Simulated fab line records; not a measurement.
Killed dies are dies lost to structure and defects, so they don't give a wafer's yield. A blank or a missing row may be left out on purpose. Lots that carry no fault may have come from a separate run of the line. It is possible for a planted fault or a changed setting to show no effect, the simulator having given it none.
One fault seen from 2 desks || flow sky130 || each desk has only its own numbers; what lay behind them comes last

## THE METROLOGY DESK
Means of the sampled wafers that have a number, per lot and without regard to the tool the lot ran on: this is what the gauges read. Marked OUT: a lot whose mean sits more than 4 standard deviations from the usual mean, which makes it out of limits; the brackets give that distance.
Columns: A = POLY_GATE_CVD_03_THK at SKY_POLY_GATE_THK_MEAS_04, usual 75.8 nm; B = POLY_GATE_OVL at SKY_POLY_GATE_OVL_MEAS_14, usual 2 nm; C = LDD_LDN_OVL at SKY_LDD_LDN_OVL_MEAS_07, usual 0.6 nm; D = LI_CONTACT_W_RS at SKY_LI_CONTACT_RS_MEAS_22, usual 0.2846 ohm/sq; E = LI_CONTACT_W_THK at SKY_LI_CONTACT_THK_MEAS_23, usual 403 nm
{"lot": "L687", "first seen here": "day 15 20:35", "A": 75.6, "B": 6, "C": 0.3, "D": 0.2792, "E": 412}
{"lot": "L688", "first seen here": "day 16 04:59", "A": 74.7, "B": -1, "C": 1.9, "D": 0.2825, "E": 411}
{"lot": "L689", "first seen here": "day 16 08:49", "A": 74.3, "B": 3, "C": 2.6, "D": 0.2856, "E": 400}
{"lot": "L690", "first seen here": "day 17 03:53", "A": 76.8, "B": 4, "C": 0.7, "D": 0.2851, "E": 406}
{"lot": "L693", "first seen here": "day 17 20:11", "A": 75.5, "B": 2, "C": -1.4, "D": 0.2883, "E": 393}
{"lot": "L694", "first seen here": "day 18 11:28", "A": 76.4, "B": -5, "C": -0.5, "D": 0.2838, "E": 407}
{"lot": "L695", "first seen here": "day 19 06:49", "A": 75.1, "B": -3, "C": -1.0, "D": 0.2876, "E": 403}
{"lot": "L697", "first seen here": "day 20 03:44", "A": 75.5, "B": 4, "C": 2.6, "D": 0.2800, "E": 405}
{"lot": "L701", "first seen here": "day 21 07:41", "A": 75.9, "B": 0, "C": -1.7, "D": 0.2783, "E": 411}
{"lot": "L704", "first seen here": "day 22 05:15", "A": 76.5, "B": 5, "C": 0.6, "D": 0.2847, "E": 395}
{"lot": "L706", "first seen here": "day 22 18:55", "A": 75.8, "B": 2, "C": -0.8, "D": 0.2762, "E": 419}
{"lot": "L707", "first seen here": "day 22 21:37", "A": 75.1, "B": 4, "C": 0.2, "D": 0.2739, "E": 413}
This desk found nothing out of limits on any of the 12 lots.

## FOR THE TOOL OWNER'S DESK: cvdW-01
The tool's own readings at SKY_LI_CONTACT_CVD_21 (deposits W, target thk 400 nm, time 120.56 s): means of the sampled wafers that have a number, for each lot that ran on this tool. Marked OUT: a lot whose mean sits more than 4 standard deviations from the usual mean, which makes it out of limits; the brackets give that distance.
Columns: A = chamberPressureTorr at SKY_LI_CONTACT_CVD_21, usual 40.00 Torr; B = heaterPowerW at SKY_LI_CONTACT_CVD_21, usual 876 W
{"lot": "L690", "first seen here": "day 31 00:45", "A": 39.98, "B": 1037}
{"lot": "L693", "first seen here": "day 31 17:22", "A": 39.96, "B": 994}
{"lot": "L701", "first seen here": "day 34 15:51", "A": 40.07, "B": 1018}
{"lot": "L706", "first seen here": "day 36 01:16", "A": 39.95, "B": 1028}
{"lot": "L707", "first seen here": "day 36 03:23", "A": 39.98, "B": 1029}
This desk found nothing out of limits on any of the 5 lots.

## TAKEN TOGETHER
Metrology desk: nothing out of limits seen.
The tool owner's desk saw nothing out of limits.

## WHAT THE SIMULATOR HAD PUT IN
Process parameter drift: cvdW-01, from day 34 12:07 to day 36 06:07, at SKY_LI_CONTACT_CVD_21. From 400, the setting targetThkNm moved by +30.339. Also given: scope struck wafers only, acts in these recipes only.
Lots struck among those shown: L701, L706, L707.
